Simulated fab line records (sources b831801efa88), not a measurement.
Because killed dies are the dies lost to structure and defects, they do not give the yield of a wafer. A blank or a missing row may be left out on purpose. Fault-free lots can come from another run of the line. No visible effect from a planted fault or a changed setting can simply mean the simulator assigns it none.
Which tool did it? | flow sky130 | 12 lots, 36 wafers sampled, at 5 steps of a route of 708

## WHAT EACH GAUGE READ, for each wafer
SKY_VT_ADJUST_HVTP_TW_MEAS_11. Usual: VT_ADJUST_HVTP_TW gives 1358 (standard deviation 6.2).
lot  | measured     | on            | VT_ADJUST_HVTP_TW | flag
L913 | day 6 01:01  | film_metro-04 | 1360 1349 1350    |
L914 | day 6 10:10  | film_metro-04 | 1356 1354 1357    |
L916 | day 6 18:25  | film_metro-03 | 1360 1353 1360    |
L918 | day 7 13:34  | film_metro-01 | 1352 1356 1357    |
L919 | day 8 01:31  | film_metro-04 | 1356 1356 1365    |
L920 | day 8 02:28  | film_metro-01 | 1369 1360 1362    |
L924 | day 9 02:43  | film_metro-03 | 1359 1357 1355    |
L926 | day 9 16:40  | film_metro-04 | 1431 1422 1424    | OFF
L929 | day 10 04:22 | film_metro-03 | 1421 1414 1412    | OFF
L933 | day 11 15:05 | film_metro-03 | 1366 1371 1363    |
L934 | day 11 18:25 | film_metro-03 | 1364 1365 1363    |
L935 | day 12 01:31 | film_metro-01 | 1365 1362 1367    |

SKY_CONTACT_RS_MEAS_25: measures by four-point-probe. Usual: CONTACT_W_RS gives 0.336 ohm/sq (standard deviation 0.003).
lot  | measured     | on            | CONTACT_W_RS (ohm/sq) | flag
L913 | day 31 08:49 | film_metro-04 | 0.337 0.334 0.342     |
L914 | day 31 19:49 | film_metro-02 | 0.335 0.341 0.339     |
L916 | day 32 08:10 | film_metro-02 | 0.334 0.333 0.338     |
L918 | day 33 16:16 | film_metro-03 | 0.335 0.336 0.335     |
L919 | day 34 04:20 | film_metro-02 | 0.345 0.342 0.342     |
L920 | day 34 02:25 | film_metro-02 | 0.340 0.337 0.341     |
L924 | day 36 01:56 | film_metro-02 | 0.339 0.338 0.336     |
L926 | day 36 05:38 | film_metro-03 | 0.334 0.333 0.334     |
L929 | day 36 15:58 | film_metro-03 | 0.335 0.332 0.338     |
L933 | day 38 08:08 | film_metro-02 | 0.341 0.339 0.339     |
L934 | day 38 12:37 | film_metro-02 | 0.333 0.338 0.336     |
L935 | day 38 19:24 | film_metro-04 | 0.338 0.334 0.331     |

SKY_VIA2_BOW_MEAS_03. Usual: VIA2_BOW gives 84 um (standard deviation 7).
lot  | measured     | on            | VIA2_BOW (um) | flag
L913 | day 34 23:17 | film_metro-02 | 81 80 85      |
L914 | day 35 09:46 | film_metro-02 | 81 71 69      |
L916 | day 35 21:10 | film_metro-03 | 86 96 72      |
L918 | day 37 04:16 | film_metro-04 | 79 89 89      |
L919 | day 37 16:32 | film_metro-02 | 80 87 65      |
L920 | day 37 14:13 | film_metro-02 | 84 86 84      |
L924 | day 39 12:01 | film_metro-03 | 87 87 90      |
L926 | day 39 15:40 | film_metro-02 | 86 82 86      |
L929 | day 40 00:10 | film_metro-02 | 86 75 89      |
L933 | day 41 15:11 | film_metro-04 | 84 86 91      |
L934 | day 41 20:05 | film_metro-02 | 88 84 77      |
L935 | day 42 01:41 | film_metro-02 | 100 77 77     |

## EACH LOT AND THE TOOL THAT RAN IT (in order: tool; ch and the chambers of the sampled wafers; start)
lot  | SKY_VT_ADJUST_HVTP_IMPLANT_09   | SKY_METAL1_SPUTTER_01
L913 | implanter-03 ch 0, day 6 00:47  | pvd_sputter-02, day 31 09:18
L914 | implanter-03 ch 0, day 6 09:55  | pvd_sputter-02, day 31 20:19
L916 | implanter-03 ch 0, day 6 18:10  | pvd_sputter-03, day 32 08:40
L918 | implanter-04 ch 0, day 7 13:19  | pvd_sputter-01, day 33 16:46
L919 | implanter-01 ch 0, day 8 01:17  | pvd_sputter-01, day 34 04:49
L920 | implanter-03 ch 0, day 8 02:14  | pvd_sputter-01, day 34 02:55
L924 | implanter-03 ch 0, day 9 02:29  | pvd_sputter-02, day 36 02:29
L926 | implanter-03 ch 0, day 9 16:25  | pvd_sputter-03, day 36 06:08
L929 | implanter-03 ch 0, day 10 04:07 | pvd_sputter-03, day 36 16:28
L933 | implanter-04 ch 0, day 11 14:52 | pvd_sputter-03, day 38 08:36
L934 | implanter-04 ch 0, day 11 18:10 | pvd_sputter-03, day 38 13:07
L935 | implanter-01 ch 0, day 12 01:17 | pvd_sputter-03, day 38 19:53
- SKY_VT_ADJUST_HVTP_IMPLANT_09
- SKY_METAL1_SPUTTER_01: material TiN, target thk 20 nm, time 16.7 s.

## AS READ BY THE TOOLS THEMSELVES (means over the sampled wafers that have a number; for cases with no such wafer, the mark the record gives instead)
SKY_VT_ADJUST_HVTP_IMPLANT_09. Usual: beam_on_s 10.00 s, standard deviation 0.2; dose_ions_cm2 4.3e+12, standard deviation 4.5e+09; faraday_current_uA 24.3, standard deviation 0.49.
lot  | tool         | beam_on_s (s) | dose_ions_cm2 | faraday_current_uA | flag
L913 | implanter-03 | 10.15         | 4.3e+12       | 24.0               |
L914 | implanter-03 | 9.98          | 4.3e+12       | 24.3               |
L916 | implanter-03 | 9.85          | 4.3e+12       | 24.7               |
L918 | implanter-04 | 10.04         | 4.3e+12       | 24.1               |
L919 | implanter-01 | 9.95          | 4.3e+12       | 24.4               |
L920 | implanter-03 | 10.18         | 4.3e+12       | 23.8               |
L924 | implanter-03 | 9.87          | 4.3e+12       | 24.6               |
L926 | implanter-03 | 9.93          | 4.9e+12       | 27.9               | OFF
L929 | implanter-03 | 10.11         | 4.9e+12       | 27.4               | OFF
L933 | implanter-04 | 9.91          | 4.3e+12       | 24.4               |
L934 | implanter-04 | 9.88          | 4.3e+12       | 24.6               |
L935 | implanter-01 | 10.23         | 4.3e+12       | 23.7               |

SKY_METAL1_SPUTTER_01. Usual: throttle_valve_pct 30.3 %, standard deviation 0.74.
lot  | tool           | throttle_valve_pct (%) | flag
L913 | pvd_sputter-02 | 31.2                   |
L914 | pvd_sputter-02 | 31.2                   |
L916 | pvd_sputter-03 | 30.6                   |
L918 | pvd_sputter-01 | 30.0                   |
L919 | pvd_sputter-01 | 30.1                   |
L920 | pvd_sputter-01 | 30.2                   |
L924 | pvd_sputter-02 | 30.7                   |
L926 | pvd_sputter-03 | 29.9                   |
L929 | pvd_sputter-03 | 30.1                   |
L933 | pvd_sputter-03 | 30.7                   |
L934 | pvd_sputter-03 | 29.9                   |
L935 | pvd_sputter-03 | 30.4                   |

## THE ANSWER, worked out from the rows above alone
Rule: a lot is off if the mean of its wafers that have a number lies more than 3 standard deviations from the usual mean. A lot without any number at a reading at which 4 lots or more have one is off too. Any other lot the step has rows for is counted as sound. The gauges are gone through in route order, then the tools' own readings, and for those a lot's mean is taken as printed above. The first step at which some lot is off is used, and at that step the reading that is off furthest; a lot without a number counts as furthest.
Off: L926, L929, at SKY_VT_ADJUST_HVTP_TW_MEAS_11 (VT_ADJUST_HVTP_TW).
If a tool, at a process step before that reading, ran all the lots that are off and no sound lot after the first of them, it fits. The gauges at SKY_VT_ADJUST_HVTP_TW_MEAS_11 aren't tried: what is off there is off at SKY_VT_ADJUST_HVTP_IMPLANT_09 too, on other tools, and a gauge's error can't cause that. One fits: implanter-03 at SKY_VT_ADJUST_HVTP_IMPLANT_09. A fault onset in the window from L924 (day 9 02:29, its last sound lot) to L926 (day 9 16:25, its first lot off) fits.
The tool's own readings at SKY_VT_ADJUST_HVTP_IMPLANT_09 bear it out: on the lots that are off they differ by more than 5 times the standard deviation of the sound lots' means. dose_ions_cm2 reads 4.9e+12 there against 4.3e+12 on the sound lots; faraday_current_uA reads 27.6 there against 24.3 on the sound lots.

## WHAT WAS PUT IN BY THE SIMULATOR
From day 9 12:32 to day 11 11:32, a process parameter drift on implanter-03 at SKY_VT_ADJUST_HVTP_IMPLANT_09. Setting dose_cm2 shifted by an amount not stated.
Struck lots among those shown: L926, L929. The rule given above showed the same thing.
